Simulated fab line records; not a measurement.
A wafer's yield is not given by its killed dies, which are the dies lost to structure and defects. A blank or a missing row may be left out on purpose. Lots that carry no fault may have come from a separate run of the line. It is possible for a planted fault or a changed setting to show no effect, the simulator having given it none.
fab line records / flow sky130
record lots=14 wafers=42 last-day=50
route steps=708 shown SONOS_ONO@186 POLY_GATE@228 LDD_N@244 LDD_HVN@274 PAD_OPEN@708
lots untouched by any fault: they come from a run of this same line in which no faults occurred
start-h: hours from the record's first day to the start of the lot's first wafer shown / wait-h: how many hours have passed since the lot's step before this one / " identical to the entry in the row above / L1.1+2: a single row standing in for several wafers / - no value, or no start was given / * or withheld: withheld / < > ~ a bound
route shown NAME@n: names a module that has steps shown in the file, with the first one's number in the route / usual: mean and standard deviation over wafers with no fault / same: alike in all rows / chamber/n: place in a boat / sites: per-site readings / _std_site: standard deviation across them / _edge_site: inner sites' mean taken away from outer sites' mean / radius-mm: for every site, how far away it sits from the centre of the wafer / mask NAME#n: copy n / behind: tool/chamber where the wafer was last shaped / hold: the reason the lot was held/the length of the hold in hours/how it ended / device: the transistor (n, p or np) that didn't switch / end of line: the same wafers' tests at the end of the route / where a step has no rows: the recipe by itself / killed: the dies lost at the first sort to structure and to defects; this is not the yield of the wafer / map: shows each die of a wafer: x if killed, . if not, _ if none is there
set.NAME: the setting the step ran with; set.NAME@STEP: the setting that earlier step ran with / model.NAME: the simulator's own value behind a step, which no gauge read
one table for each step of the route and one row for each wafer, over a sample of lots
services: when a tool's chamber went out of use (start-h, in hours from the record's first day, below 0 if earlier), for how many hours, and the reason
## steps
# step SKY_SONOS_ONO_WET_ETCH_18
# recipe chemistry=H3PO4 target-depth-nm=15 target=Si3N4 temp-c=160 time-s=172
# usual bath-guard-temp-C=160.1/0.37 bath-heat-duty-pct=27.8/2.1
lot.wafer=L140.3 tool=wet-bench-01 chamber=2 start-h=268.87 wait-h=0.0 bath-guard-temp-C=160.8 bath-heat-duty-pct=32.6
lot.wafer=L140.5 tool=wet-bench-01 chamber=2 start-h=268.87 wait-h=0.0 bath-guard-temp-C=160.2 bath-heat-duty-pct=32.3
lot.wafer=L140.6 tool=wet-bench-01 chamber=2 start-h=268.87 wait-h=0.0 bath-guard-temp-C=160.3 bath-heat-duty-pct=31.4
lot.wafer=L142.3 tool=wet-bench-02 chamber=1 start-h=291.28 wait-h=0.0 bath-guard-temp-C=160.3 bath-heat-duty-pct=28.3
lot.wafer=L142.4 tool=wet-bench-02 chamber=1 start-h=291.28 wait-h=0.0 bath-guard-temp-C=160.9 bath-heat-duty-pct=30.1
lot.wafer=L142.6 tool=wet-bench-02 chamber=1 start-h=291.28 wait-h=0.0 bath-guard-temp-C=160.7 bath-heat-duty-pct=31.2
lot.wafer=L143.1 tool=wet-bench-03 chamber=2 start-h=296.75 wait-h=0.1 bath-guard-temp-C=160.2 bath-heat-duty-pct=28.9
lot.wafer=L143.2 tool=wet-bench-03 chamber=2 start-h=296.75 wait-h=0.1 bath-guard-temp-C=159.9 bath-heat-duty-pct=31.5
lot.wafer=L143.4 tool=wet-bench-03 chamber=2 start-h=296.75 wait-h=0.1 bath-guard-temp-C=159.6 bath-heat-duty-pct=29.5
lot.wafer=L145.1 tool=wet-bench-02 chamber=0 start-h=310.97 wait-h=0.1 bath-guard-temp-C=160.2 bath-heat-duty-pct=28.7
lot.wafer=L145.2 tool=wet-bench-02 chamber=0 start-h=310.97 wait-h=0.1 bath-guard-temp-C=160.0 bath-heat-duty-pct=26.4
lot.wafer=L145.6 tool=wet-bench-02 chamber=0 start-h=310.97 wait-h=0.1 bath-guard-temp-C=159.7 bath-heat-duty-pct=27.1
lot.wafer=L147.1 tool=wet-bench-02 chamber=3 start-h=327.50 wait-h=0.1 bath-guard-temp-C=160.1 bath-heat-duty-pct=26.0
lot.wafer=L147.2 tool=wet-bench-02 chamber=3 start-h=327.50 wait-h=0.1 bath-guard-temp-C=160.2 bath-heat-duty-pct=27.5
lot.wafer=L147.6 tool=wet-bench-02 chamber=3 start-h=327.50 wait-h=0.1 bath-guard-temp-C=160.5 bath-heat-duty-pct=27.2
lot.wafer=L148.1 tool=wet-bench-01 chamber=1 start-h=338.17 wait-h=0.1 bath-guard-temp-C=160.4 bath-heat-duty-pct=31.4
lot.wafer=L148.2 tool=wet-bench-01 chamber=1 start-h=338.17 wait-h=0.1 bath-guard-temp-C=160.1 bath-heat-duty-pct=26.6
lot.wafer=L148.4 tool=wet-bench-01 chamber=1 start-h=338.17 wait-h=0.1 bath-guard-temp-C=160.1 bath-heat-duty-pct=28.9
lot.wafer=L149.1 tool=wet-bench-01 chamber=0 start-h=361.17 wait-h=0.1 bath-guard-temp-C=160.1 bath-heat-duty-pct=25.6
lot.wafer=L149.4 tool=wet-bench-01 chamber=0 start-h=361.17 wait-h=0.1 bath-guard-temp-C=160.3 bath-heat-duty-pct=25.3
lot.wafer=L149.6 tool=wet-bench-01 chamber=0 start-h=361.17 wait-h=0.1 bath-guard-temp-C=160.3 bath-heat-duty-pct=24.5
lot.wafer=L151.2 tool=wet-bench-02 chamber=3 start-h=370.02 wait-h=0.1 bath-guard-temp-C=160.7 bath-heat-duty-pct=27.7
lot.wafer=L151.4 tool=wet-bench-02 chamber=3 start-h=370.02 wait-h=0.1 bath-guard-temp-C=160.3 bath-heat-duty-pct=27.1
lot.wafer=L151.6 tool=wet-bench-02 chamber=3 start-h=370.02 wait-h=0.1 bath-guard-temp-C=160.2 bath-heat-duty-pct=27.4
lot.wafer=L155.2 tool=wet-bench-02 chamber=1 start-h=398.07 wait-h=0.1 bath-guard-temp-C=- bath-heat-duty-pct=-
lot.wafer=L155.4 tool=wet-bench-02 chamber=1 start-h=398.07 wait-h=0.1 bath-guard-temp-C=- bath-heat-duty-pct=-
lot.wafer=L155.5 tool=wet-bench-02 chamber=1 start-h=398.07 wait-h=0.1 bath-guard-temp-C=- bath-heat-duty-pct=-
lot.wafer=L156.1 tool=wet-bench-01 chamber=0 start-h=403.59 wait-h=0.1 bath-guard-temp-C=- bath-heat-duty-pct=-
lot.wafer=L156.3 tool=wet-bench-01 chamber=0 start-h=403.59 wait-h=0.1 bath-guard-temp-C=- bath-heat-duty-pct=-
lot.wafer=L156.5 tool=wet-bench-01 chamber=0 start-h=403.59 wait-h=0.1 bath-guard-temp-C=- bath-heat-duty-pct=-
lot.wafer=L159.2 tool=wet-bench-01 chamber=1 start-h=430.48 wait-h=0.1 bath-guard-temp-C=160.0 bath-heat-duty-pct=28.7
lot.wafer=L159.5 tool=wet-bench-01 chamber=1 start-h=430.48 wait-h=0.1 bath-guard-temp-C=160.8 bath-heat-duty-pct=28.2
lot.wafer=L159.6 tool=wet-bench-01 chamber=1 start-h=430.48 wait-h=0.1 bath-guard-temp-C=160.1 bath-heat-duty-pct=29.4
lot.wafer=L160.2 tool=wet-bench-03 chamber=3 start-h=446.45 wait-h=0.1 bath-guard-temp-C=159.8 bath-heat-duty-pct=25.6
lot.wafer=L160.3 tool=wet-bench-03 chamber=3 start-h=446.45 wait-h=0.1 bath-guard-temp-C=159.7 bath-heat-duty-pct=26.9
lot.wafer=L160.5 tool=wet-bench-03 chamber=3 start-h=446.45 wait-h=0.1 bath-guard-temp-C=159.8 bath-heat-duty-pct=28.5
lot.wafer=L161.1 tool=wet-bench-02 chamber=0 start-h=452.25 wait-h=0.1 bath-guard-temp-C=159.8 bath-heat-duty-pct=27.6
lot.wafer=L161.2 tool=wet-bench-02 chamber=0 start-h=452.25 wait-h=0.1 bath-guard-temp-C=160.1 bath-heat-duty-pct=25.5
lot.wafer=L161.6 tool=wet-bench-02 chamber=0 start-h=452.25 wait-h=0.1 bath-guard-temp-C=160.1 bath-heat-duty-pct=25.8
lot.wafer=L163.2 tool=wet-bench-02 chamber=0 start-h=465.58 wait-h=0.1 bath-guard-temp-C=160.2 bath-heat-duty-pct=27.6
lot.wafer=L163.3 tool=wet-bench-02 chamber=0 start-h=465.58 wait-h=0.1 bath-guard-temp-C=160.1 bath-heat-duty-pct=27.3
lot.wafer=L163.4 tool=wet-bench-02 chamber=0 start-h=465.58 wait-h=0.1 bath-guard-temp-C=160.3 bath-heat-duty-pct=25.4
# step SKY_POLY_GATE_OVL_MEAS_14
# usual POLY_GATE_OVL=1/4.3
lot.wafer=L140.3 tool=overlay-01 chamber=- start-h=353.80 wait-h=0.1 POLY_GATE_OVL[nm]=1
lot.wafer=L140.5 tool=overlay-01 chamber=- start-h=353.80 wait-h=0.1 POLY_GATE_OVL[nm]=5
lot.wafer=L140.6 tool=overlay-01 chamber=- start-h=353.80 wait-h=0.1 POLY_GATE_OVL[nm]=6
lot.wafer=L142.3 tool=overlay-01 chamber=- start-h=378.84 wait-h=0.1 POLY_GATE_OVL[nm]=-1
lot.wafer=L142.4 tool=overlay-01 chamber=- start-h=378.84 wait-h=0.1 POLY_GATE_OVL[nm]=4
lot.wafer=L142.6 tool=overlay-01 chamber=- start-h=378.84 wait-h=0.1 POLY_GATE_OVL[nm]=6
lot.wafer=L143.1 tool=overlay-01 chamber=- start-h=391.68 wait-h=0.1 POLY_GATE_OVL[nm]=4
lot.wafer=L143.2 tool=overlay-01 chamber=- start-h=391.68 wait-h=0.1 POLY_GATE_OVL[nm]=4
lot.wafer=L143.4 tool=overlay-01 chamber=- start-h=391.68 wait-h=0.1 POLY_GATE_OVL[nm]=2
lot.wafer=L145.1 tool=overlay-02 chamber=- start-h=404.49 wait-h=0.1 POLY_GATE_OVL[nm]=-6
lot.wafer=L145.2 tool=overlay-02 chamber=- start-h=404.49 wait-h=0.1 POLY_GATE_OVL[nm]=-3
lot.wafer=L145.6 tool=overlay-02 chamber=- start-h=404.49 wait-h=0.1 POLY_GATE_OVL[nm]=-2
lot.wafer=L147.1 tool=overlay-01 chamber=- start-h=426.38 wait-h=0.1 POLY_GATE_OVL[nm]=10
lot.wafer=L147.2 tool=overlay-01 chamber=- start-h=426.38 wait-h=0.1 POLY_GATE_OVL[nm]=1
lot.wafer=L147.6 tool=overlay-01 chamber=- start-h=426.38 wait-h=0.1 POLY_GATE_OVL[nm]=2
lot.wafer=L148.1 tool=overlay-01 chamber=- start-h=432.53 wait-h=0.1 POLY_GATE_OVL[nm]=1
lot.wafer=L148.2 tool=overlay-01 chamber=- start-h=432.53 wait-h=0.1 POLY_GATE_OVL[nm]=-1
lot.wafer=L148.4 tool=overlay-01 chamber=- start-h=432.53 wait-h=0.1 POLY_GATE_OVL[nm]=-1
lot.wafer=L149.1 tool=overlay-01 chamber=- start-h=459.03 wait-h=0.1 POLY_GATE_OVL[nm]=-1
lot.wafer=L149.4 tool=overlay-01 chamber=- start-h=459.03 wait-h=0.1 POLY_GATE_OVL[nm]=-4
lot.wafer=L149.6 tool=overlay-01 chamber=- start-h=459.03 wait-h=0.1 POLY_GATE_OVL[nm]=-10
lot.wafer=L151.2 tool=overlay-01 chamber=- start-h=468.24 wait-h=0.1 POLY_GATE_OVL[nm]=9
lot.wafer=L151.4 tool=overlay-01 chamber=- start-h=468.24 wait-h=0.1 POLY_GATE_OVL[nm]=6
lot.wafer=L151.6 tool=overlay-01 chamber=- start-h=468.24 wait-h=0.1 POLY_GATE_OVL[nm]=5
lot.wafer=L155.2 tool=overlay-01 chamber=- start-h=496.98 wait-h=0.1 POLY_GATE_OVL[nm]=9
lot.wafer=L155.4 tool=overlay-01 chamber=- start-h=496.98 wait-h=0.1 POLY_GATE_OVL[nm]=-3
lot.wafer=L155.5 tool=overlay-01 chamber=- start-h=496.98 wait-h=0.1 POLY_GATE_OVL[nm]=-1
lot.wafer=L156.1 tool=overlay-02 chamber=- start-h=501.80 wait-h=0.1 POLY_GATE_OVL[nm]=-7
lot.wafer=L156.3 tool=overlay-02 chamber=- start-h=501.80 wait-h=0.1 POLY_GATE_OVL[nm]=-2
lot.wafer=L156.5 tool=overlay-02 chamber=- start-h=501.80 wait-h=0.1 POLY_GATE_OVL[nm]=6
lot.wafer=L159.2 tool=overlay-01 chamber=- start-h=534.33 wait-h=0.1 POLY_GATE_OVL[nm]=1
lot.wafer=L159.5 tool=overlay-01 chamber=- start-h=534.33 wait-h=0.1 POLY_GATE_OVL[nm]=3
lot.wafer=L159.6 tool=overlay-01 chamber=- start-h=534.33 wait-h=0.1 POLY_GATE_OVL[nm]=1
lot.wafer=L160.2 tool=overlay-02 chamber=- start-h=545.44 wait-h=0.1 POLY_GATE_OVL[nm]=-3
lot.wafer=L160.3 tool=overlay-02 chamber=- start-h=545.44 wait-h=0.1 POLY_GATE_OVL[nm]=3
lot.wafer=L160.5 tool=overlay-02 chamber=- start-h=545.44 wait-h=0.1 POLY_GATE_OVL[nm]=2
lot.wafer=L161.1 tool=overlay-02 chamber=- start-h=552.23 wait-h=0.1 POLY_GATE_OVL[nm]=1
lot.wafer=L161.2 tool=overlay-02 chamber=- start-h=552.23 wait-h=0.1 POLY_GATE_OVL[nm]=-3
lot.wafer=L161.6 tool=overlay-02 chamber=- start-h=552.23 wait-h=0.1 POLY_GATE_OVL[nm]=2
lot.wafer=L163.2 tool=overlay-01 chamber=- start-h=563.88 wait-h=0.1 POLY_GATE_OVL[nm]=-5
lot.wafer=L163.3 tool=overlay-01 chamber=- start-h=563.88 wait-h=0.1 POLY_GATE_OVL[nm]=-3
lot.wafer=L163.4 tool=overlay-01 chamber=- start-h=563.88 wait-h=0.1 POLY_GATE_OVL[nm]=1
# step SKY_LDD_N_OVL_MEAS_07
# usual LDD_N_OVL=-0.4/1.3
lot.wafer=L140.3 tool=overlay-01 chamber=- start-h=386.62 wait-h=0.1 LDD_N_OVL[nm]=-1.1
lot.wafer=L140.5 tool=overlay-01 chamber=- start-h=386.62 wait-h=0.1 LDD_N_OVL[nm]=-2.2
lot.wafer=L140.6 tool=overlay-01 chamber=- start-h=386.62 wait-h=0.1 LDD_N_OVL[nm]=1.6
lot.wafer=L142.3 tool=overlay-02 chamber=- start-h=409.67 wait-h=0.1 LDD_N_OVL[nm]=1.2
lot.wafer=L142.4 tool=overlay-02 chamber=- start-h=409.67 wait-h=0.1 LDD_N_OVL[nm]=0.4
lot.wafer=L142.6 tool=overlay-02 chamber=- start-h=409.67 wait-h=0.1 LDD_N_OVL[nm]=-1.1
lot.wafer=L143.1 tool=overlay-01 chamber=- start-h=422.58 wait-h=0.1 LDD_N_OVL[nm]=1.1
lot.wafer=L143.2 tool=overlay-01 chamber=- start-h=422.58 wait-h=0.1 LDD_N_OVL[nm]=1.3
lot.wafer=L143.4 tool=overlay-01 chamber=- start-h=422.58 wait-h=0.1 LDD_N_OVL[nm]=0.1
lot.wafer=L145.1 tool=overlay-01 chamber=- start-h=436.72 wait-h=0.1 LDD_N_OVL[nm]=0.2
lot.wafer=L145.2 tool=overlay-01 chamber=- start-h=436.72 wait-h=0.1 LDD_N_OVL[nm]=-1.1
lot.wafer=L145.6 tool=overlay-01 chamber=- start-h=436.72 wait-h=0.1 LDD_N_OVL[nm]=0.4
lot.wafer=L147.1 tool=overlay-02 chamber=- start-h=460.51 wait-h=0.1 LDD_N_OVL[nm]=0.1
lot.wafer=L147.2 tool=overlay-02 chamber=- start-h=460.51 wait-h=0.1 LDD_N_OVL[nm]=2.0
lot.wafer=L147.6 tool=overlay-02 chamber=- start-h=460.51 wait-h=0.1 LDD_N_OVL[nm]=1.4
lot.wafer=L148.1 tool=overlay-01 chamber=- start-h=466.16 wait-h=0.1 LDD_N_OVL[nm]=-1.2
lot.wafer=L148.2 tool=overlay-01 chamber=- start-h=466.16 wait-h=0.1 LDD_N_OVL[nm]=0.8
lot.wafer=L148.4 tool=overlay-01 chamber=- start-h=466.16 wait-h=0.1 LDD_N_OVL[nm]=0.9
lot.wafer=L149.1 tool=overlay-01 chamber=- start-h=491.33 wait-h=0.1 LDD_N_OVL[nm]=0.0
lot.wafer=L149.4 tool=overlay-01 chamber=- start-h=491.33 wait-h=0.1 LDD_N_OVL[nm]=-0.1
lot.wafer=L149.6 tool=overlay-01 chamber=- start-h=491.33 wait-h=0.1 LDD_N_OVL[nm]=0.5
lot.wafer=L151.2 tool=overlay-02 chamber=- start-h=502.63 wait-h=0.1 LDD_N_OVL[nm]=0.5
lot.wafer=L151.4 tool=overlay-02 chamber=- start-h=502.63 wait-h=0.1 LDD_N_OVL[nm]=0.6
lot.wafer=L151.6 tool=overlay-02 chamber=- start-h=502.63 wait-h=0.1 LDD_N_OVL[nm]=0.1
lot.wafer=L155.2 tool=overlay-01 chamber=- start-h=529.33 wait-h=0.1 LDD_N_OVL[nm]=-2.4
lot.wafer=L155.4 tool=overlay-01 chamber=- start-h=529.33 wait-h=0.1 LDD_N_OVL[nm]=-1.4
lot.wafer=L155.5 tool=overlay-01 chamber=- start-h=529.33 wait-h=0.1 LDD_N_OVL[nm]=-0.7
lot.wafer=L156.1 tool=overlay-01 chamber=- start-h=533.88 wait-h=0.1 LDD_N_OVL[nm]=0.4
lot.wafer=L156.3 tool=overlay-01 chamber=- start-h=533.88 wait-h=0.1 LDD_N_OVL[nm]=-1.3
lot.wafer=L156.5 tool=overlay-01 chamber=- start-h=533.88 wait-h=0.1 LDD_N_OVL[nm]=-0.7
lot.wafer=L159.2 tool=overlay-02 chamber=- start-h=567.21 wait-h=0.1 LDD_N_OVL[nm]=-1.5
lot.wafer=L159.5 tool=overlay-02 chamber=- start-h=567.21 wait-h=0.1 LDD_N_OVL[nm]=0.7
lot.wafer=L159.6 tool=overlay-02 chamber=- start-h=567.21 wait-h=0.1 LDD_N_OVL[nm]=-1.7
lot.wafer=L160.2 tool=overlay-01 chamber=- start-h=576.78 wait-h=0.1 LDD_N_OVL[nm]=-2.1
lot.wafer=L160.3 tool=overlay-01 chamber=- start-h=576.78 wait-h=0.1 LDD_N_OVL[nm]=-2.3
lot.wafer=L160.5 tool=overlay-01 chamber=- start-h=576.78 wait-h=0.1 LDD_N_OVL[nm]=-1.3
lot.wafer=L161.1 tool=overlay-01 chamber=- start-h=583.57 wait-h=0.1 LDD_N_OVL[nm]=-0.8
lot.wafer=L161.2 tool=overlay-01 chamber=- start-h=583.57 wait-h=0.1 LDD_N_OVL[nm]=2.1
lot.wafer=L161.6 tool=overlay-01 chamber=- start-h=583.57 wait-h=0.1 LDD_N_OVL[nm]=-0.5
lot.wafer=L163.2 tool=overlay-02 chamber=- start-h=592.43 wait-h=0.1 LDD_N_OVL[nm]=0.0
lot.wafer=L163.3 tool=overlay-02 chamber=- start-h=592.43 wait-h=0.1 LDD_N_OVL[nm]=0.2
lot.wafer=L163.4 tool=overlay-02 chamber=- start-h=592.43 wait-h=0.1 LDD_N_OVL[nm]=-0.9
# step SKY_LDD_HVN_OVL_MEAS_07
# usual LDD_HVN_OVL=0.3/1.6
lot.wafer=L140.3 tool=overlay-02 chamber=- start-h=448.84 wait-h=0.1 LDD_HVN_OVL[nm]=-0.2
lot.wafer=L140.5 tool=overlay-02 chamber=- start-h=448.84 wait-h=0.1 LDD_HVN_OVL[nm]=-0.1
lot.wafer=L140.6 tool=overlay-02 chamber=- start-h=448.84 wait-h=0.1 LDD_HVN_OVL[nm]=-0.4
lot.wafer=L142.3 tool=overlay-01 chamber=- start-h=472.79 wait-h=0.1 LDD_HVN_OVL[nm]=-2.0
lot.wafer=L142.4 tool=overlay-01 chamber=- start-h=472.79 wait-h=0.1 LDD_HVN_OVL[nm]=-0.9
lot.wafer=L142.6 tool=overlay-01 chamber=- start-h=472.79 wait-h=0.1 LDD_HVN_OVL[nm]=-0.6
lot.wafer=L143.1 tool=overlay-02 chamber=- start-h=485.87 wait-h=0.1 LDD_HVN_OVL[nm]=1.1
lot.wafer=L143.2 tool=overlay-02 chamber=- start-h=485.87 wait-h=0.1 LDD_HVN_OVL[nm]=1.1
lot.wafer=L143.4 tool=overlay-02 chamber=- start-h=485.87 wait-h=0.1 LDD_HVN_OVL[nm]=1.4
lot.wafer=L145.1 tool=overlay-01 chamber=- start-h=499.97 wait-h=0.1 LDD_HVN_OVL[nm]=3.8
lot.wafer=L145.2 tool=overlay-01 chamber=- start-h=499.97 wait-h=0.1 LDD_HVN_OVL[nm]=2.6
lot.wafer=L145.6 tool=overlay-01 chamber=- start-h=499.97 wait-h=0.1 LDD_HVN_OVL[nm]=1.4
lot.wafer=L147.1 tool=overlay-01 chamber=- start-h=523.43 wait-h=0.1 LDD_HVN_OVL[nm]=0.6
lot.wafer=L147.2 tool=overlay-01 chamber=- start-h=523.43 wait-h=0.1 LDD_HVN_OVL[nm]=0.6
lot.wafer=L147.6 tool=overlay-01 chamber=- start-h=523.43 wait-h=0.1 LDD_HVN_OVL[nm]=-0.4
lot.wafer=L148.1 tool=overlay-02 chamber=- start-h=529.08 wait-h=0.1 LDD_HVN_OVL[nm]=1.3
lot.wafer=L148.2 tool=overlay-02 chamber=- start-h=529.08 wait-h=0.1 LDD_HVN_OVL[nm]=-0.7
lot.wafer=L148.4 tool=overlay-02 chamber=- start-h=529.08 wait-h=0.1 LDD_HVN_OVL[nm]=1.9
lot.wafer=L149.1 tool=overlay-01 chamber=- start-h=554.48 wait-h=0.1 LDD_HVN_OVL[nm]=0.0
lot.wafer=L149.4 tool=overlay-01 chamber=- start-h=554.48 wait-h=0.1 LDD_HVN_OVL[nm]=-1.8
lot.wafer=L149.6 tool=overlay-01 chamber=- start-h=554.48 wait-h=0.1 LDD_HVN_OVL[nm]=1.0
lot.wafer=L151.2 tool=overlay-02 chamber=- start-h=564.74 wait-h=0.1 LDD_HVN_OVL[nm]=-2.5
lot.wafer=L151.4 tool=overlay-02 chamber=- start-h=564.74 wait-h=0.1 LDD_HVN_OVL[nm]=0.3
lot.wafer=L151.6 tool=overlay-02 chamber=- start-h=564.74 wait-h=0.1 LDD_HVN_OVL[nm]=0.0
lot.wafer=L155.2 tool=overlay-02 chamber=- start-h=588.88 wait-h=0.1 LDD_HVN_OVL[nm]=-2.5
lot.wafer=L155.4 tool=overlay-02 chamber=- start-h=588.88 wait-h=0.1 LDD_HVN_OVL[nm]=-0.7
lot.wafer=L155.5 tool=overlay-02 chamber=- start-h=588.88 wait-h=0.1 LDD_HVN_OVL[nm]=-2.1
lot.wafer=L156.1 tool=overlay-01 chamber=- start-h=593.18 wait-h=0.1 LDD_HVN_OVL[nm]=1.5
lot.wafer=L156.3 tool=overlay-01 chamber=- start-h=593.18 wait-h=0.1 LDD_HVN_OVL[nm]=1.2
lot.wafer=L156.5 tool=overlay-01 chamber=- start-h=593.18 wait-h=0.1 LDD_HVN_OVL[nm]=0.6
lot.wafer=L159.2 tool=overlay-02 chamber=- start-h=625.08 wait-h=0.1 LDD_HVN_OVL[nm]=-2.7
lot.wafer=L159.5 tool=overlay-02 chamber=- start-h=625.08 wait-h=0.1 LDD_HVN_OVL[nm]=-2.5
lot.wafer=L159.6 tool=overlay-02 chamber=- start-h=625.08 wait-h=0.1 LDD_HVN_OVL[nm]=-1.8
lot.wafer=L160.2 tool=overlay-01 chamber=- start-h=634.48 wait-h=0.1 LDD_HVN_OVL[nm]=2.2
lot.wafer=L160.3 tool=overlay-01 chamber=- start-h=634.48 wait-h=0.1 LDD_HVN_OVL[nm]=3.7
lot.wafer=L160.5 tool=overlay-01 chamber=- start-h=634.48 wait-h=0.1 LDD_HVN_OVL[nm]=1.7
lot.wafer=L161.1 tool=overlay-01 chamber=- start-h=642.27 wait-h=0.1 LDD_HVN_OVL[nm]=2.0
lot.wafer=L161.2 tool=overlay-01 chamber=- start-h=642.27 wait-h=0.1 LDD_HVN_OVL[nm]=2.5
lot.wafer=L161.6 tool=overlay-01 chamber=- start-h=642.27 wait-h=0.1 LDD_HVN_OVL[nm]=0.0
lot.wafer=L163.2 tool=overlay-01 chamber=- start-h=650.47 wait-h=0.1 LDD_HVN_OVL[nm]=0.7
lot.wafer=L163.3 tool=overlay-01 chamber=- start-h=650.47 wait-h=0.1 LDD_HVN_OVL[nm]=0.8
lot.wafer=L163.4 tool=overlay-01 chamber=- start-h=650.47 wait-h=0.1 LDD_HVN_OVL[nm]=0.2
# step SKY_PAD_OPEN_PROBE_99
# usual killed_at_M0_to_M3=44/6.6 killed_at_M4_up=3.0/2 killed-at-contacts=24/5.1 killed-at-front-end=15/4.1 killed-at-other=0.4/0.62 killed-dies=86/9.3 killed-open=46/6.8 killed-short=40/5.8
# same gross-dies=492 killed-at-back-side=0
lot.wafer=L149.1 tool=prober-02 chamber=- start-h=1139.28 wait-h=0.1 killed_at_M0_to_M3=44 killed_at_M4_up=4 killed-at-contacts=18 killed-at-front-end=10 killed-at-other=1 killed-dies=77 killed-open=44 killed-short=33
lot.wafer=L149.4 tool=prober-02 chamber=- start-h=1139.43 wait-h=0.2 killed_at_M0_to_M3=35 killed_at_M4_up=3 killed-at-contacts=23 killed-at-front-end=14 killed-at-other=0 killed-dies=75 killed-open=36 killed-short=39
lot.wafer=L149.6 tool=prober-02 chamber=- start-h=1139.53 wait-h=0.2 killed_at_M0_to_M3=40 killed_at_M4_up=3 killed-at-contacts=25 killed-at-front-end=7 killed-at-other=0 killed-dies=75 killed-open=32 killed-short=43
lot.wafer=L151.2 tool=prober-01 chamber=- start-h=1140.12 wait-h=0.1 killed_at_M0_to_M3=43 killed_at_M4_up=3 killed-at-contacts=14 killed-at-front-end=9 killed-at-other=0 killed-dies=69 killed-open=31 killed-short=38
lot.wafer=L151.4 tool=prober-01 chamber=- start-h=1140.22 wait-h=0.2 killed_at_M0_to_M3=36 killed_at_M4_up=3 killed-at-contacts=25 killed-at-front-end=17 killed-at-other=0 killed-dies=81 killed-open=46 killed-short=35
lot.wafer=L151.6 tool=prober-01 chamber=- start-h=1140.32 wait-h=0.2 killed_at_M0_to_M3=60 killed_at_M4_up=2 killed-at-contacts=21 killed-at-front-end=12 killed-at-other=0 killed-dies=95 killed-open=43 killed-short=51
# killed by level:class
L149.1 CONTACT:geometric-particle:open=10 VIA2:geometric-particle:open=9 METAL2:geometric-particle:short=7 VIA1:geometric-particle:open=6 POLY_GATE:geometric-particle:short=4 VIA1:geometric-particle:short=4 CONTACT:geometric-particle:short=4 METAL1:geometric-particle:short=4
L149.4 METAL2:geometric-particle:short=9 LI_CONTACT:geometric-particle:open=8 FIELD_ISO:geometric-particle:short=7 CONTACT:geometric-particle:open=6 METAL1:geometric-particle:short=6 VIA1:geometric-particle:open=5 METAL3:geometric-particle:short=4 FIELD_ISO:geometric-particle:open=3
L149.6 VIA1:geometric-particle:open=9 VIA1:geometric-particle:short=8 METAL2:geometric-particle:short=7 CONTACT:geometric-particle:short=7 CONTACT:geometric-particle:open=7 LI_CONTACT:geometric-particle:open=5 METAL3:geometric-particle:short=4 VIA2:geometric-particle:open=4
L151.2 METAL1:geometric-particle:short=12 VIA1:geometric-particle:open=8 VIA2:geometric-particle:open=6 LOCAL_INTERCONNECT:geometric-particle:short=4 VIA3:geometric-particle:short=4 FIELD_ISO:geometric-particle:short=3 LI_CONTACT:geometric-particle:open=3 CONTACT:geometric-particle:open=3
L151.4 CONTACT:geometric-particle:open=9 VIA3:geometric-particle:open=7 VIA1:geometric-particle:open=7 LOCAL_INTERCONNECT:geometric-particle:short=6 METAL1:geometric-particle:short=6 FIELD_ISO:geometric-particle:open=5 POLY_GATE:geometric-particle:open=5 LI_CONTACT:geometric-particle:open=5
L151.6 VIA1:geometric-particle:open=12 METAL1:geometric-particle:short=11 LOCAL_INTERCONNECT:geometric-particle:short=7 VIA2:geometric-particle:open=7 VIA1:geometric-particle:short=6 METAL3:geometric-particle:short=6 CONTACT:geometric-particle:short=5 CONTACT:geometric-particle:open=5
## services
tool=wet-bench-02 chamber=- start-h=336.13 hours=8.5 kind=repair
tool=wet-bench-02 chamber=- start-h=357.22 hours=1.5 kind=repair
tool=wet-bench-01 chamber=- start-h=448.97 hours=1.8 kind=repair
## key
first-sign step=SKY_SONOS_ONO_WET_ETCH_18 reading=tool-record direction=missing
effect none on later readings
met-at SKY_SONOS_ONO_WET_ETCH_18
struck-lots L155,L156
tester-left-out L155,L156
not-acting-at SKY_POLY_GATE_OVL_MEAS_14,SKY_LDD_N_OVL_MEAS_07,SKY_LDD_HVN_OVL_MEAS_07
onset-between 370.02 398.07
fault kind=skipped-step-whole tool=wet-bench-01,wet-bench-02 chamber=- onset-h=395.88 steps=SKY_SONOS_ONO_WET_ETCH_18 scope=struck-lots-only
# tester-left-out: of these lots the tester's yield and bins aren't shown, on N5 and GAA mostly nor the transistor test; their killed dies are dies lost to structure and defects alone, not to doping, threshold or leakage, so they don't give the yield
